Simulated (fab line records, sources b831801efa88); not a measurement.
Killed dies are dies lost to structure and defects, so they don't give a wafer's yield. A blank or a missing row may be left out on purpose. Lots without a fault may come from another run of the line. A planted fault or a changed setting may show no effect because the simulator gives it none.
A struck lot beside a sound one | flow gf180mcu | 21 steps out of a route of 602
Sound: wafers L560.2, L560.3, L560.5. Struck: wafers L572.2, L572.4, L572.6. The cause comes at the end.
At each step with rows: each side's tool, then ch and its chambers, then its first start. Under that, the readings that differ: sound wafers | struck wafers | difference of the means | sigmas: that difference in standard deviations of wafers without a fault.
alike: readings whose means differ by less than 2 such deviations, and words and numbers that are the same on both sides. not compared: withheld readings, readings that some wafer has no value for, bounds like >300 that may hide the same value, and numbers for which the record gives no deviation and whose values overlap.
The two part at a step that has a row with sigmas, a row that says differs or no value, or rows on one side only. Numbers that don't overlap but have no deviation are shown without sigmas and don't part them. A reading that every wafer of one side lacks parts them only if that side has two wafers or more.

first, 3 steps without rows for these wafers: GF_NWELL_EXPOSE_04 (exposes mask Nwell, target cd 860 nm); GF_NWELL_PEB_05; GF_NWELL_DEVELOP_06 (develop time 60 s).
GF_NWELL_OVL_MEAS_07:
  sound on overlay-02, day 4 00:02; struck on overlay-02, day 6 18:02
  alike: NWELL_OVL
then, 2 steps without rows for these wafers: GF_NWELL_IMPLANT_08; GF_NWELL_IMPLANT_09.
GF_NWELL_STRIP_10: strips in O2/N2.
  sound on plasma_asher-01 ch 0,1, day 4 00:22; struck on plasma_asher-01 ch 0,1, day 6 18:22
  alike: drypump_motor_current_A, heater_power_w, o2_flow_sccm, oes_product_au, strip_time_to_endpoint_s
  not compared: rf_hours_counter_h
GF_NWELL_TW_MEAS_11:
  sound on film_metro-04, day 4 00:28; struck on film_metro-02, day 6 18:28
  alike: NWELL_TW
then, 4 steps without rows for these wafers: GF_LVPWELL_DEHYDRATE_00 (time 60 s); GF_LVPWELL_HMDS_01 (prime time 60 s); GF_LVPWELL_COAT_02 (resist thk 3000 nm); GF_LVPWELL_SOFTBAKE_03.
GF_LVPWELL_EXPOSE_04: exposes mask LVPWELL, target cd 600 nm.
  sound on iline_stepper-02 ch 0, day 4 06:54; struck on iline_stepper-02 ch 0, day 7 01:56
  reading | sound                         | struck                  | difference | sigmas
  mask    | LVPWELL#0 LVPWELL#0 LVPWELL#0 | Nwell#0 Nwell#0 Nwell#0 | differs    |
then, 2 steps without rows for these wafers: GF_LVPWELL_PEB_05; GF_LVPWELL_DEVELOP_06 (develop time 60 s).
GF_LVPWELL_OVL_MEAS_07:
  sound on overlay-01, day 4 13:45; struck on overlay-01, day 7 09:35
  reading          | sound         | struck | difference                    | sigmas
  LVPWELL_OVL (nm) | 0.2 -0.6 -0.7 | - - -  | no value on the struck wafers |
then, 2 steps without rows for these wafers: GF_LVPWELL_IMPLANT_08; GF_LVPWELL_IMPLANT_09.
GF_LVPWELL_STRIP_10: strips in O2/N2.
  sound on plasma_asher-02 ch 1, day 4 14:05; struck on plasma_asher-02 ch 0,1, day 7 09:55
  reading             | sound          | struck         | difference | sigmas
  o2_flow_sccm (sccm) | 3003 3015 3000 | 2987 2999 2981 | -17        | -2
  alike: drypump_motor_current_A, heater_power_w, oes_product_au, strip_time_to_endpoint_s
  not compared: rf_hours_counter_h
GF_LVPWELL_TW_MEAS_11:
  sound on film_metro-03, day 4 14:11; struck on film_metro-02, day 7 10:15
  reading    | sound             | struck         | difference | sigmas
  LVPWELL_TW | 557.8 554.6 555.6 | 29.9 30.0 30.0 | -526.0     | -99 or more
  not compared: hold
GF_PASSIVATION_PROBE_99:
  the record has rows for the sound wafers here (prober-01, day 29 22:37) and none for the struck ones

WHERE THEY PART
First at GF_LVPWELL_EXPOSE_04; last, within this record, at GF_PASSIVATION_PROBE_99.

WHY: what the simulator had put in
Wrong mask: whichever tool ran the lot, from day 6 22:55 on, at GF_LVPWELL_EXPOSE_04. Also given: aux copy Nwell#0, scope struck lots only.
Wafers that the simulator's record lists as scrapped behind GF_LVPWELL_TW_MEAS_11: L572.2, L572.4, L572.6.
